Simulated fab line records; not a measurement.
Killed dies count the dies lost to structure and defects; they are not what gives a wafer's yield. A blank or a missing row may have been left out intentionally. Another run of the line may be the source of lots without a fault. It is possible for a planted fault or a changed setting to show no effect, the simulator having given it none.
Struck lot and sound lot, side by side :: flow sky130 :: 23 out of 708 route steps
Sound: wafers L195.1, L195.4, L195.6. Wafers L194.1, L194.5, L194.6 were the ones struck. At the end, the cause is stated.
Order at every step that has rows: each side's tool, ch and its chambers, its first start. Under that, the readings that differ: sound wafers :: struck wafers :: difference of the means :: sigmas: that difference in standard deviations of wafers without a fault.
alike: same words and numbers on both sides, and readings whose means sit less than 2 such deviations apart. not compared: any withheld reading, any reading some wafer has no value for, any bound like >300 that may hide the same value, and any number with overlapping values for which the record gives no deviation.
The two part at a step that has a row with sigmas, a row that says differs or no value, or rows on one side only. When numbers do not overlap yet have no deviation, they are printed without sigmas and do not part them. A reading missing from all wafers of one side parts the sides only when that side holds two or more wafers.

SKY_PASSIVATION_CVD_00: deposits SiO2, target thk 90 nm.
  sound on pecvd-01 ch 0,2, day 44 15:16; struck on pecvd-01 ch 0,1,2, day 44 13:40
  alike: heater-power-w
SKY_PASSIVATION_THK_MEAS_01:
  struck on film-metro-01, day 44 13:41; sound on film-metro-02, day 44 15:17
  alike: PASSIVATION_CVD_00_THK
SKY_PASSIVATION_CVD_02: deposits Si3N4, target thk 540 nm.
  sound on pecvd-04 ch 0,1,2, day 44 15:20; struck on pecvd-04 ch 0,1,2, day 44 13:45
  alike: heater-power-w
SKY_PASSIVATION_THK_MEAS_03:
  struck on film-metro-01, day 44 13:58; sound on film-metro-02, day 44 15:34
  alike: PASSIVATION_CVD_02_THK
then, 7 steps without rows for these wafers: SKY_PASSIVATION_DEHYDRATE_04 (time 60 s); SKY_PASSIVATION_HMDS_05 (prime time 60 s); SKY_PASSIVATION_COAT_06 (resist thk 3000 nm); SKY_PASSIVATION_SOFTBAKE_07; SKY_PASSIVATION_EXPOSE_08 (exposes mask NSM, target cd 3000 nm); SKY_PASSIVATION_PEB_09; SKY_PASSIVATION_DEVELOP_10 (develop time 60 s).
SKY_PASSIVATION_ETCH_11: etches the open film in CF4/O2, stops on AlCu, target depth 725 nm, time 161.1 s.
  sound on rie-diel-04 ch 0,2, day 45 13:04; struck on rie-diel-04 ch 0,1, day 45 11:46
  alike: drypump-motor-current-A, oes-product-au, throttle-valve-pct
  not compared: rf-hours-counter-h
SKY_PASSIVATION_STRIP_12: strips in O2/N2.
  sound on plasma-asher-03 ch 0,1, day 45 13:11; struck on plasma-asher-02 ch 0,1, day 45 11:53
  no value came back on the struck wafers for chamber-pressure-mTorr (mTorr), drypump-motor-current-A (A), oes-product-au (a.u.), strip-time-to-endpoint-s (s); on the sound wafers chamber-pressure-mTorr (mTorr) reads 1500.0 1498.3 1499.6
reading: model.coat_of_PASSIVATION_COAT_06.thk-nm (nm)
sound: 0 0 0
struck: 2507 2509 2504
difference: +2507
sigmas: 
  not compared: rf-hours-counter-h
then, 7 steps without rows for these wafers: SKY_PAD_OPEN_DEHYDRATE_00 (time 60 s); SKY_PAD_OPEN_HMDS_01 (prime time 60 s); SKY_PAD_OPEN_COAT_02 (resist thk 3000 nm); SKY_PAD_OPEN_SOFTBAKE_03; SKY_PAD_OPEN_EXPOSE_04 (exposes mask PDM, target cd 60000 nm); SKY_PAD_OPEN_PEB_05; SKY_PAD_OPEN_DEVELOP_06 (develop time 60 s).
SKY_PAD_OPEN_ETCH_07: etches the open film in CF4/O2, stops on AlCu, target depth 725 nm, time 161.1 s.
  sound on rie-diel-01 ch 0,1,3, day 46 10:07; struck on rie-diel-01 ch 1,2, day 46 08:38
  alike: drypump-motor-current-A, oes-product-au, throttle-valve-pct
  not compared: rf-hours-counter-h
SKY_PAD_OPEN_STRIP_08: strips in O2/N2.
  sound on plasma-asher-01 ch 0,1, day 46 10:13; struck on plasma-asher-01 ch 0,1, day 46 08:44
reading: oes-product-au (a.u.)
sound: 0.660 0.662 0.666
struck: 0.699 0.699 0.691
difference: +0.034
sigmas: +7

reading: strip-time-to-endpoint-s (s)
sound: 37.01 37.12 36.97
struck: 74.05 74.14 73.97
difference: +37.02
sigmas: +99 or more
  alike: chamber-pressure-mTorr, drypump-motor-current-A
  not compared: rf-hours-counter-h
then, 1 step without rows for these wafers: SKY_PAD_OPEN_STRIP_09 (strips in post etch residue remover, time 1200 s).

== WHERE THEY PART ==
First at SKY_PASSIVATION_STRIP_12; last, within this record, at SKY_PAD_OPEN_STRIP_08.

WHY: whatever the simulator had introduced
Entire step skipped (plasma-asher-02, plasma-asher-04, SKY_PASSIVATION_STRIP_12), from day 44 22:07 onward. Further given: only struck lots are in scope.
